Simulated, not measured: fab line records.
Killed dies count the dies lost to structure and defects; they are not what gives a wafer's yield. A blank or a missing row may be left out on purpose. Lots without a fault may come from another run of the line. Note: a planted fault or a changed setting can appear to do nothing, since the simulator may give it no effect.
Which tool is to blame? -- flow sky130 -- 18 wafers from 6 lots sampled at 2 of the route's 708 steps

== WHAT EACH GAUGE READ, for each wafer ==
SKY_METAL4_OVL_MEAS_14.
lot,measured,on,METAL4_OVL (nm)
L115,day 43 01:30,overlay-01,-4 0 2
L119,day 44 09:11,overlay-01,-2 4 0
L120,day 44 14:37,overlay-01,-2 -1 0
L123,day 45 03:09,overlay-01,-7 0 -3
L133,day 47 00:05,overlay-01,-4 -4 -2
L135,day 47 18:32,overlay-01,-1 3 2

== WHICH TOOL RAN EACH LOT (tool, then ch and the chambers of the sampled wafers, then the start) ==
lot,SKY_CAP2M_SPUTTER_02
L115,"pvd_sputter-01, day 41 02:25"
L119,"pvd_sputter-01, day 42 12:01"
L120,"pvd_sputter-03, day 42 16:49"
L123,"pvd_sputter-03, day 43 07:52"
L133,"pvd_sputter-02, day 45 05:13"
L135,"pvd_sputter-02, day 46 01:10"
- SKY_CAP2M_SPUTTER_02: material TiN, target thk 200 nm, time 166.7 s.

== THE ANSWER, worked out from the rows above alone ==
Rule: the lots themselves supply what counts as usual. The widest of any qualifying gaps counts: lots, ordered by their means at a reading, are off when they make up no more than a third of the lots, leave a main group of 4 or more, and stand apart from it by 3 or more times the standard deviation of that group's means. The tables above print the reading to a certain number of digits; a main group whose means all agree to those digits is not used. A lot without any number at a reading at which 4 lots or more have one is off too. The other lots that the step has rows for count as sound.
Nothing can be told from this: no lot is off at any reading shown.

== WHAT HAD BEEN PUT IN BY THE SIMULATOR ==
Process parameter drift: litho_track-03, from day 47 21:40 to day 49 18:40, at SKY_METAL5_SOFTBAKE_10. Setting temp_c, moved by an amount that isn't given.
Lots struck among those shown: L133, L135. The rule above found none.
